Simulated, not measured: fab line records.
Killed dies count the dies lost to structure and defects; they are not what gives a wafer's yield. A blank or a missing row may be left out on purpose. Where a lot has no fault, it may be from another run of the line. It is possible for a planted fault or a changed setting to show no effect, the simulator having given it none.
Lot-split experiment + flow sky130 + 23 wafers read from 5 lots, route of 708 steps

SPLIT DETAILS
At SKY_SONOS_TUNNEL_DEVELOP_06 (develop time 60 s), the setting develop-time-s was moved away from the recipe's 60 s on 8 of the 23 wafers read, by +5.7% to +14.3%. The other wafers ran this setting at the recipe's value.

Between the split and the reading, the file records no step.

THE READING
cd-nm, in nm, at SKY_SONOS_TUNNEL_CD_MEAS_07 (target cd 410 nm). Typical for fault-free wafers on this fab line: 409.7 nm, with standard deviation 2.5 nm.

| wafer  | tool, chamber at the split | develop-time-s as run, s | against the recipe | cd-nm, nm | against lot-mates on the recipe |
|--------|----------------------------|--------------------------|--------------------|-----------|---------------------------------|
| L074.1 | litho-track-04, 0          | 68.59                    | +14.3%             | 419.7     | +12.8                           |
| L074.3 | litho-track-04, 0          | 60                       | recipe             | 408.2     | -                               |
| L074.4 | litho-track-04, 0          | 68.59                    | +14.3%             | 420.7     | +13.8                           |
| L074.5 | litho-track-04, 0          | 68.59                    | +14.3%             | 420.5     | +13.6                           |
| L074.6 | litho-track-04, 0          | 60                       | recipe             | 405.7     | -                               |
| L075.1 | litho-track-04, 0          | 60                       | recipe             | 407.5     | -                               |
| L075.3 | litho-track-04, 0          | 60                       | recipe             | 406.7     | -                               |
| L075.4 | litho-track-04, 0          | 60                       | recipe             | 407.4     | -                               |
| L075.5 | litho-track-04, 0          | 60                       | recipe             | 408.0     | -                               |
| L075.6 | litho-track-04, 0          | 60                       | recipe             | 408.9     | -                               |
| L078.2 | litho-track-01, 0          | 60                       | recipe             | 412.1     | -                               |
| L078.3 | litho-track-01, 0          | 60                       | recipe             | 410.9     | -                               |
| L078.4 | litho-track-01, 0          | 63.41                    | +5.7%              | 419.1     | +7.6                            |
| L078.5 | litho-track-01, 0          | 63.41                    | +5.7%              | 417.3     | +5.8                            |
| L078.6 | litho-track-01, 0          | 63.41                    | +5.7%              | 418.0     | +6.5                            |
| L079.1 | litho-track-04, 0          | 60                       | recipe             | 411.2     | -                               |
| L079.2 | litho-track-04, 0          | 60                       | recipe             | 412.3     | -                               |
| L079.3 | litho-track-04, 0          | 60                       | recipe             | 412.6     | -                               |
| L081.2 | litho-track-04, 0          | 60                       | recipe             | 410.2     | -                               |
| L081.3 | litho-track-04, 0          | 60                       | recipe             | 408.8     | -                               |
| L081.4 | litho-track-04, 0          | 63.78                    | +6.3%              | 414.9     | +5.8                            |
| L081.5 | litho-track-04, 0          | 63.78                    | +6.3%              | 418.0     | +8.9                            |
| L081.6 | litho-track-04, 0          | 60                       | recipe             | 408.3     | -                               |

FIT RESULTS
A straight line over all 23 wafers: cd-nm changes by +0.858 nm for each +1% of develop-time-s; r = +0.88; the points scatter about the line by 2.4 nm.
The same after taking each lot's own level away (the mean of its wafers on the recipe; 23 wafers): +0.967 nm for each +1%; r = +0.98; scatter 1.1 nm.
The reading moves by 14 nm for the largest change in develop-time-s, on that fit.
The span of the lots' own levels, 406.95 to 412.03 nm, comes to 2.0 times the standard deviation stated above.
Thus the slope moves with the lot-to-lot level: the two fits are different.
Check: with one of the wafers moved furthest among these (+14.3%) left out of the fit, the line predicts +14.5 nm for it against its lot-mates. Against them it came out at +12.8 nm.

THESE WAFERS: OTHER SPLITS
Other splits were also applied to these wafers ahead of the reading. Each is held against what the fit with the lots' levels taken away leaves over:
| other split on the same wafers            | wafers away from the commonest value | r with cd-nm (lot level and that fit taken away) |
|-------------------------------------------|--------------------------------------|--------------------------------------------------|
| SKY_FIELD_ISO_EXPOSE_10 dose-mj           | 11                                   | -0.27                                            |
| SKY_FIELD_ISO_ETCH_14 time-s              | 2                                    | -0.06                                            |
| SKY_NWELL_IMPLANT_24 dose-cm2             | 5                                    | +0.17                                            |
| SKY_VT_ADJUST_HVTP_EXPOSE_04 dose-mj      | 10                                   | -0.04                                            |
| SKY_VT_ADJUST_LVTN_IMPLANT_08 dose-cm2    | 5                                    | +0.36                                            |
| SKY_VT_ADJUST_LVTN_IMPLANT_19 energy-kev  | 9                                    | -0.03                                            |
| SKY_VT_ADJUST_NCORE_EXPOSE_04 dose-mj     | 10                                   | +0.13                                            |
| SKY_VT_ADJUST_NCORE_IMPLANT_09 energy-kev | 7                                    | +0.02                                            |
| SKY_VT_ADJUST_PCH_IMPLANT_08 energy-kev   | 9                                    | -0.01                                            |

THE FILE'S OWN FIT
cd-nm changes by +0.993 nm for each +1% of develop-time-s, r = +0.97.
